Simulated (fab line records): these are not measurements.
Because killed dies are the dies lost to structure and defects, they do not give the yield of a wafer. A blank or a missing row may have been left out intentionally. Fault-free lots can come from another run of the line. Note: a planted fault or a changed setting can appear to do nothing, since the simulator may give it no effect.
What tool caused it?    flow sky130    7 lots with 21 wafers sampled at 3 steps, on a route of 708 steps

== WHAT THE GAUGES SHOWED, per wafer ==
SKY_PWDE_OVL_MEAS_07.
lot   measured     on          PWDE_OVL (nm)
L208  day 3 23:56  overlay-02  -2.0 -0.7 -0.4
L210  day 4 11:18  overlay-02  0.6 1.8 2.2
L218  day 6 14:35  overlay-02  -0.8 -0.7 -0.1
L220  day 6 21:11  overlay-02  -0.2 0.3 -1.9
L223  day 7 13:56  overlay-01  1.8 1.7 2.0
L225  day 8 01:32  overlay-02  0.5 1.3 -0.5
L230  day 9 07:11  overlay-02  -0.8 0.7 -1.9

== WHICH TOOL RAN EACH LOT (tool, then ch and the chambers of the sampled wafers, then the start) ==
lot   SKY_FIELD_ISO_ETCH_14              SKY_FIELD_ISO_CMP_27
L208  rie-diel-01 ch 0,1,3, day 2 09:43  cmp-02 ch 0,2,3, day 2 14:17
L210  rie-diel-02 ch 1,2, day 2 20:25    cmp-01 ch 0,1, day 3 01:13
L218  rie-diel-03 ch 0,2,3, day 4 15:49  cmp-01 ch 0,3, day 4 22:32
L220  rie-diel-03 ch 0,1, day 5 02:48    cmp-02 ch 0,2,3, day 5 06:22
L223  rie-diel-01 ch 0,1, day 5 17:07    cmp-02 ch 0,1,3, day 5 22:41
L225  rie-diel-03 ch 0,3, day 6 02:10    cmp-01 ch 0,3, day 6 08:45
L230  rie-diel-03 ch 0,1,2, day 7 07:01  cmp-01 ch 1,2,3, day 7 10:25
- SKY_FIELD_ISO_ETCH_14: etches BARC in N2/H2, stops on SiO2, time 45.9 s, target depth 60 nm.
- SKY_FIELD_ISO_CMP_27: polishes, stops on Si3N4, t overpolish 16 s, target thk 457.8 nm.

== THE ANSWER, worked out from the rows above alone ==
Rule: the usual values come from the lots themselves. Put in order of their means at a reading, lots are off if they are a third of the lots or fewer, leave a main group of 4 or more, and stand apart from it by a gap of 3 or more times the standard deviation of the main group's means; of several such gaps the widest counts. A main group is skipped when, at the precision printed for the reading in the tables above, its means are all equal. A lot without any number at a reading at which 4 lots or more have one is off too. All remaining lots with rows at the step are treated as sound.
No lot is off on any of the readings shown, so nothing can be concluded from this.

== WHAT THE SIMULATOR HAD INSERTED ==
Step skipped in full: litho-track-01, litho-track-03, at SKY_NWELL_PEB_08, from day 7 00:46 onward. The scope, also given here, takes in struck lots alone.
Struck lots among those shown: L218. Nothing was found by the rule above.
